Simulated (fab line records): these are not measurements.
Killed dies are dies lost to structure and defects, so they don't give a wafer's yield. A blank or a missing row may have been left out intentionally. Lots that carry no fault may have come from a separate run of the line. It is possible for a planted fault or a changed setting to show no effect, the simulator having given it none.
Struck lot and sound lot, side by side -- flow sky130 -- 15 out of 708 route steps
Sound: these wafers, L661.1, L661.2, L661.6. Struck: wafer L666.6 (left out: L666.2, L666.3 of the same lot, which were not struck); the cause appears at the end.
At each step with rows: each side's tool, then ch and its chambers, then its first start. Under that, the readings that differ: sound wafers -- struck wafers -- difference of the means -- sigmas: that difference in standard deviations of wafers without a fault.
alike: readings with means less than 2 such deviations apart, plus words and numbers identical on both sides. not compared: withheld readings, readings lacking a value on some wafer, bounds such as >300 that could conceal the same value, and numbers that have no deviation in the record and whose values overlap.
Wherever a step has rows on one side only, a row that says differs or no value, or a row with sigmas, the two part there. Non-overlapping numbers with no deviation appear without sigmas and do not part them. A reading that every wafer of one side lacks parts them only if that side has two wafers or more.

SKY_LOCAL_INTERCONNECT_THK_MEAS_02: measures by xrf.
  sound on film-metro-03 at day 31 09:20; struck on film-metro-03 at day 32 05:37
  alike: LOCAL_INTERCONNECT_TIN_THK
then, 8 steps without rows for these wafers: SKY_LOCAL_INTERCONNECT_DEHYDRATE_03 (time 60 s); SKY_LOCAL_INTERCONNECT_HMDS_04 (prime time 60 s); SKY_LOCAL_INTERCONNECT_COAT_05 (resist thk 60 nm); SKY_LOCAL_INTERCONNECT_COAT_06 (resist thk 450 nm); SKY_LOCAL_INTERCONNECT_SOFTBAKE_07 (time 90 s); SKY_LOCAL_INTERCONNECT_EXPOSE_08 (exposes mask LI1M, target cd 170 nm); SKY_LOCAL_INTERCONNECT_PEB_09; SKY_LOCAL_INTERCONNECT_DEVELOP_10 (develop time 60 s).
SKY_LOCAL_INTERCONNECT_CD_MEAS_11: target cd 170 nm.
  sound on cd-sem-01 at day 32 11:25; struck on cd-sem-02 at day 33 07:59
  alike: cd-nm
SKY_LOCAL_INTERCONNECT_OVL_MEAS_12:
  sound on overlay-01 at day 32 11:32; struck on overlay-02 at day 33 08:06
  alike: LOCAL_INTERCONNECT_OVL
SKY_LOCAL_INTERCONNECT_ETCH_13: etches BARC in N2/H2, stops on SiO2, time 45.9 s, target depth 60 nm.
  sound on rie-metal-04 ch 0,1, day 32 11:34; struck on rie-metal-03 ch 1, day 33 08:08
  alike: drypump-motor-current-A, oes-product-au, rf-fwd-power-W, throttle-valve-pct
  not compared: rf-hours-counter-h
SKY_LOCAL_INTERCONNECT_METAL_ETCH_14: etches TiN in Cl2/BCl3, stops on PSG, target depth 110 nm, time 31.4 s.
  sound on rie-metal-04 ch 0,1, day 32 11:38; struck on rie-metal-03 ch 1, day 33 08:11
reading,sound,struck,difference,sigmas
oes-product-au (a.u.),0.931 0.942 0.934,0.892,-0.044,-5
throttle-valve-pct (%),21.910 21.902 21.911,21.933,+0.025,+3
model.etch.depth-nm (nm),99.66 100.6 99.04,90.92,-8.85,
model.LOCAL_INTERCONNECT.feature-depth-nm (nm),99.66 100.6 99.04,90.92,-8.85,
model.KrF-thick_of_LOCAL_INTERCONNECT_COAT_06.thk-nm (nm),347 346.7 344.8,356.3,+10.1,
  alike: drypump-motor-current-A, rf-fwd-power-W
  not compared: rf-hours-counter-h
SKY_LOCAL_INTERCONNECT_STRIP_15: strips in O2/N2.
  sound on plasma-asher-01 ch 0,1, day 32 11:41; struck on plasma-asher-02 ch 0, day 33 08:14
reading,sound,struck,difference,sigmas
strip-time-to-endpoint-s (s),4.687 4.700 4.682,4.815,+0.125,+5
  alike: drypump-motor-current-A, oes-product-au
  not compared: rf-hours-counter-h
then, 1 step without rows for these wafers: SKY_LOCAL_INTERCONNECT_STRIP_16 (strips in post etch residue remover, time 1200 s).

WHERE THEY PART
At SKY_LOCAL_INTERCONNECT_METAL_ETCH_14 first; at SKY_LOCAL_INTERCONNECT_STRIP_15 last (within this record only).

WHY: whatever the simulator had introduced
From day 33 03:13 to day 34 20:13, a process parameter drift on rie-metal-03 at SKY_LOCAL_INTERCONNECT_METAL_ETCH_14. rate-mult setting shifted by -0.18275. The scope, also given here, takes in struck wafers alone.
